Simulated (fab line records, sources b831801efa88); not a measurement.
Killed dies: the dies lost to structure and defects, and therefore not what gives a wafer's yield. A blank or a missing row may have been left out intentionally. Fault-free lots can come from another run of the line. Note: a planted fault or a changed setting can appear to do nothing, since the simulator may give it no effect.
Struck lot and sound lot, side by side	flow sfq_line	43 out of 325 route steps
Sound: wafers L414.1, L414.4, L414.5. Struck: wafers L424.1, L424.4 (left out: L424.5, a lot-mate that was not struck); the cause follows at the end.
Each step with rows lists, per side, the tool, then ch with its chambers, then its first start. Under that, the readings that differ: sound wafers	struck wafers	difference of the means	sigmas: that difference in standard deviations of wafers without a fault.
alike: same words and numbers on both sides, and readings whose means sit less than 2 such deviations apart. not compared: any withheld reading, any reading some wafer has no value for, any bound like >300 that may hide the same value, and any number with overlapping values for which the record gives no deviation.
Wherever a step has rows on one side only, a row that says differs or no value, or a row with sigmas, the two part there. When numbers do not overlap yet have no deviation, they are printed without sigmas and do not part them. Lack of a reading on every wafer of one side parts them only where that side has two or more wafers.

first, 3 steps without rows for these wafers: SFQ_TRILAYER_M5_LITHO_EXPOSE_124 (exposes mask M5, target cd 700 nm); SFQ_TRILAYER_M5_LITHO_PEB_126 (peb time 60 s); SFQ_TRILAYER_M5_LITHO_DEVELOP_125 (time 60 s).
SFQ_M5_OVL_MEAS_932:
  sound on overlay-02, day 45 20:39; struck on overlay-01, day 50 05:04
reading	sound	struck	difference	sigmas
M5_OVL (nm)	10 6 9	-11 -9	-18	-4
SFQ_TRILAYER_M5_BARC_OPEN_METAL_ETCH_161: etches BARC in O2, target depth 125 nm, time 41.7 s.
  sound on rie_metal-03 ch 0,1, day 45 20:41; struck on rie_metal-03 ch 0,1, day 50 05:06
  alike: chamber_pressure_mTorr, drypump_motor_current_A, oes_product_au
  not compared: rf_hours_counter_h
SFQ_TRILAYER_M5_ETCH_METAL_ETCH_126: etches Nb in Cl2/BCl3, stops on SiO2, time 203.2 s, target depth 265 nm.
  sound on rie_metal-03 ch 0,1, day 45 20:45; struck on rie_metal-03 ch 0,1, day 50 05:10
  alike: chamber_pressure_mTorr, drypump_motor_current_A, oes_product_au
  not compared: rf_hours_counter_h
then, 2 steps without rows for these wafers: SFQ_TRILAYER_M5_STRIP_STRIP_127 (strips in O2); SFQ_TRILAYER_M5_STRIP_SOLV_CLEAN_128 (cleans in NMP, time 600 s).
SFQ_TRILAYER_A5B_DEP_PECVD_129: deposits SiO2 from SiH4/N2O, time 133.33 s, target thk 600 nm.
  sound on pecvd-03 ch 0,1,2, day 45 21:53; struck on pecvd-04 ch 1,2, day 50 06:20
  alike: heater_power_w, throttle_valve_pct
-- the record jumps here: 3 days lie between the struck wafers' starts before and after --
SFQ_TRILAYER_A5B_CMP_CMP_130: polishes, stops on Nb, target thk 340.7 nm.
  sound on cmp-02 ch 1,3, day 48 17:31; struck on cmp-01 ch 2,3, day 52 19:23
  alike: head_pressure_psi, motor_current_A
then, 2 steps without rows for these wafers: SFQ_TRILAYER_A5B_METRO_MEASURE_131; SFQ_TRILAYER_R5_DEP_SPUTTER_132 (material Ti, target thk 5 nm, time 5 s).
SFQ_TRILAYER_R5_DEP_SPUTTER_133: material MoNx, target thk 40 nm, time 66.7 s.
  sound on pvd_sputter-04, day 48 21:44; struck on pvd_sputter-03, day 52 23:36
reading	sound	struck	difference	sigmas
model.MoNx_of_TRILAYER_R5_DEP_SPUTTER_133.thk_nm (nm)	39.12 38.76 38.44	59.73 61.07	+21.63	
  alike: throttle_valve_pct
then, 1 step without rows for these wafers: SFQ_TRILAYER_R5_DEP_SPUTTER_134 (material Ti, target thk 5 nm, time 5 s).
SFQ_R5_RS_MEAS_933: measurement is done with a four-point probe.
  sound on film_metro-01, day 48 21:48; struck on film_metro-03, day 52 23:41
reading	sound	struck	difference	sigmas
R5_MONX_RS (ohm/sq)	7.23 7.30 7.36	4.81 4.71	-2.54	-21
SFQ_R5_THK_MEAS_934: measures by xrf.
  sound on film_metro-01, day 48 21:55; struck on film_metro-03, day 52 23:48
reading	sound	struck	difference	sigmas
R5_MONX_THK (nm)	38.0 37.6 37.3	58.8 59.8	+21.7	+31
then, 6 steps without rows for these wafers: SFQ_TRILAYER_R5_LITHO_COAT_141 (resist thk 62 nm); SFQ_TRILAYER_R5_LITHO_COAT_136 (resist thk 600 nm); SFQ_TRILAYER_R5_LITHO_SOFTBAKE_140; SFQ_TRILAYER_R5_LITHO_EXPOSE_137 (exposes mask R5, target cd 500 nm); SFQ_TRILAYER_R5_LITHO_PEB_139 (peb time 60 s); SFQ_TRILAYER_R5_LITHO_DEVELOP_138 (time 60 s).
-- the record jumps here: 2 days lie between the struck wafers' starts before and after --
SFQ_R5_OVL_MEAS_935:
  sound on overlay-01, day 51 01:16; struck on overlay-02, day 55 09:01
  alike: R5_OVL
then, 4 steps without rows for these wafers: SFQ_TRILAYER_R5_BARC_OPEN_METAL_ETCH_177 (etches BARC in O2, target depth 125 nm, time 41.7 s); SFQ_TRILAYER_R5_ETCH_METAL_ETCH_139 (etches the open film in Cl2, stops on SiO2, target depth 60 nm, time 40 s); SFQ_TRILAYER_R5_STRIP_STRIP_140 (strips in O2); SFQ_TRILAYER_R5_STRIP_SOLV_CLEAN_141 (cleans in NMP, time 600 s).
SFQ_TRILAYER_A5C_DEP_PECVD_142: deposits SiO2 from SiH4/N2O, time 15.556 s, target thk 70 nm.
  sound on pecvd-04 ch 0,2, day 51 02:11; struck on pecvd-01 ch 0,1, day 55 09:56
  alike: heater_power_w, throttle_valve_pct
then, 6 steps without rows for these wafers: SFQ_TRILAYER_I5_LITHO_COAT_149 (resist thk 62 nm); SFQ_TRILAYER_I5_LITHO_COAT_144 (resist thk 650 nm); SFQ_TRILAYER_I5_LITHO_SOFTBAKE_148; SFQ_TRILAYER_I5_LITHO_EXPOSE_145 (exposes mask I5, target cd 700 nm); SFQ_TRILAYER_I5_LITHO_PEB_147 (peb time 60 s); SFQ_TRILAYER_I5_LITHO_DEVELOP_146 (time 60 s).
SFQ_I5_OVL_MEAS_936:
  sound on overlay-02, day 53 10:00; struck on overlay-02, day 56 21:13
  alike: I5_OVL
then, 7 steps without rows for these wafers: SFQ_TRILAYER_I5_BARC_OPEN_VIA_ETCH_200 (etches BARC in O2, target depth 125 nm, time 41.7 s); SFQ_TRILAYER_I5_ETCH_VIA_ETCH_147 (etches the open film in CHF3, stops on Nb, target depth 360 nm); SFQ_TRILAYER_I5_STRIP_STRIP_148 (strips in O2); SFQ_TRILAYER_I5_STRIP_SOLV_CLEAN_149 (cleans in NMP, time 600 s); SFQ_TRILAYER_C5_LITHO_COAT_156 (resist thk 62 nm); SFQ_TRILAYER_C5_LITHO_COAT_151 (resist thk 650 nm); SFQ_TRILAYER_C5_LITHO_SOFTBAKE_155.
-- the record jumps here: 18 days lie between the struck wafers' starts before and after --
SFQ_M8_BOW_MEAS_951:
  sound on film_metro-03, day 68 20:00; struck on film_metro-04, day 74 12:04
reading	sound	struck	difference	sigmas
M8_BOW (um)	6 13 8	-20 -17	-28	-2
model.etest.r5.ohm_sq	7.222 7.288 7.348	4.73 4.626	-2.61	

== WHERE THEY PART ==
Last at SFQ_M8_BOW_MEAS_951 as far as this record goes, first at SFQ_M5_OVL_MEAS_932.

WHY: what had been put in by the simulator
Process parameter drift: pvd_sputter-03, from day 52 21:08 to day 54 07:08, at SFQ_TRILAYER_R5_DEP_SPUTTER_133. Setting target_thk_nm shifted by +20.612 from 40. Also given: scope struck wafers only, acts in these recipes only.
